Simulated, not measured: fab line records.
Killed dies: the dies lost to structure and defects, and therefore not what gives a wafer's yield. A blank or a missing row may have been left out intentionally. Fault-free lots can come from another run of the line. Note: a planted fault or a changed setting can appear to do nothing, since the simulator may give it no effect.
Tool commonality check | flow sky130 | Lots sampled 15, wafers sampled 45

## REASON FOR OPENING
At SKY_SPACER_THK_MEAS_01 the reading SPACER_CVD_00_THK is flagged on 3 of 15 lots. No-fault wafers: 43.4 nm, standard deviation 0.36.
Rule: a lot gets a flag if all its wafers with a number sit over 4 standard deviations from that mean, or if no wafer of it has a number. All remaining lots are regarded as sound.

lot  | measured     | on            | SPACER_CVD_00_THK (nm), wafer by wafer | flag
L831 | day 24 02:44 | film metro-04 | 43.1 43.3 43.2                         |
L834 | day 24 04:01 | film metro-04 | 42.6 42.8 43.1                         |
L835 | day 26 09:03 | film metro-01 | 42.9 43.1 43.3                         |
L837 | day 26 09:06 | film metro-01 | 43.5 43.3 43.9                         |
L838 | day 26 10:15 | film metro-03 | 44.1 43.6 44.0                         |
L839 | day 26 10:15 | film metro-01 | 43.1 43.4 43.1                         |
L841 | day 26 19:25 | film metro-03 | 43.6 43.5 43.4                         |
L840 | day 26 21:40 | film metro-03 | 43.3 43.5 43.2                         |
L842 | day 26 23:37 | film metro-03 | 54.8 54.7 54.7                         | FLAGGED
L843 | day 27 00:52 | film metro-04 | 55.0 55.5 55.2                         | FLAGGED
L844 | day 27 12:19 | film metro-01 | 55.0 55.2 55.4                         | FLAGGED
L851 | day 30 01:46 | film metro-04 | 43.0 43.4 43.1                         |
L852 | day 30 13:02 | film metro-03 | 43.4 43.4 43.2                         |
L853 | day 30 19:49 | film metro-01 | 43.3 43.0 43.4                         |
L854 | day 31 00:41 | film metro-01 | 42.9 43.2 43.1                         |
The mean of the flagged lots' numbers is 55.1 nm, +11.7 nm from the usual (+32 standard deviations).

## LOT BY LOT: THE TOOL USED
The record holds 1 process step before the reading, out of a route of 708 steps. In each cell: the tool, then ch and the chambers that the sampled wafers went through, then the start.
lot  | flag    | SKY_SPACER_CVD_00
L831 |         | lpcvd-02 ch 0, day 24 01:31
L834 |         | lpcvd-02 ch 0, day 24 02:43
L835 |         | lpcvd-02 ch 0, day 26 07:14
L837 |         | lpcvd-02 ch 0, day 26 07:14
L838 |         | lpcvd-02 ch 0, day 26 09:02
L839 |         | lpcvd-02 ch 1, day 26 09:02
L841 |         | lpcvd-02 ch 1, day 26 18:12
L840 |         | lpcvd-02 ch 0, day 26 20:27
L842 | FLAGGED | lpcvd-02 ch 1, day 26 22:25
L843 | FLAGGED | lpcvd-02 ch 1, day 26 23:39
L844 | FLAGGED | lpcvd-02 ch 1, day 27 10:30
L851 |         | lpcvd-02 ch 0, day 30 00:32
L852 |         | lpcvd-02 ch 1, day 30 11:50
L853 |         | lpcvd-02 ch 0, day 30 18:37
L854 |         | lpcvd-02 ch 0, day 30 23:28
What the steps here do:
- SKY_SPACER_CVD_00: deposits Si3N4 from DCS/NH3, target thk 43.1 nm, time 740 s.
- SKY_SPACER_THK_MEAS_01

## FLAGGED AGAINST TOTAL, ONE TOOL AT A TIME (gauges that did the reading follow at the end)
step                   | tool          | lots run | flagged | share of the flagged lots | sound lots run after its first flagged lot
SKY_SPACER_CVD_00      | lpcvd-02      | 15       | 3       | all                       | 4 (L851,L852,L853,L854)
SKY_SPACER_THK_MEAS_01 | film metro-01 | 6        | 1       | some                      | 2 (L853,L854)
SKY_SPACER_THK_MEAS_01 | film metro-03 | 5        | 1       | some                      | 1 (L852)
SKY_SPACER_THK_MEAS_01 | film metro-04 | 4        | 1       | some                      | 1 (L851)

## WHAT IS ALLOWED BY THE TABLE
In the table, 1 row covers all flagged lots: lpcvd-02 at SKY_SPACER_CVD_00.
- lpcvd-02 at SKY_SPACER_CVD_00: 3 of its 15 lots flagged. Lots that were sound ran on it after the first flagged one (L851, L852, L853, L854); a persistent fault on the entire tool would not allow that. Its own readings lie more than 4 standard deviations out on every wafer of the flagged lots: spike tc bottom C, spike tc centre C, spike tc lower C, spike tc upper C, susceptor temp C.
Not one row of the table ran every flagged lot while running no sound lot after the first.

## WHAT WAS PUT IN BY THE SIMULATOR
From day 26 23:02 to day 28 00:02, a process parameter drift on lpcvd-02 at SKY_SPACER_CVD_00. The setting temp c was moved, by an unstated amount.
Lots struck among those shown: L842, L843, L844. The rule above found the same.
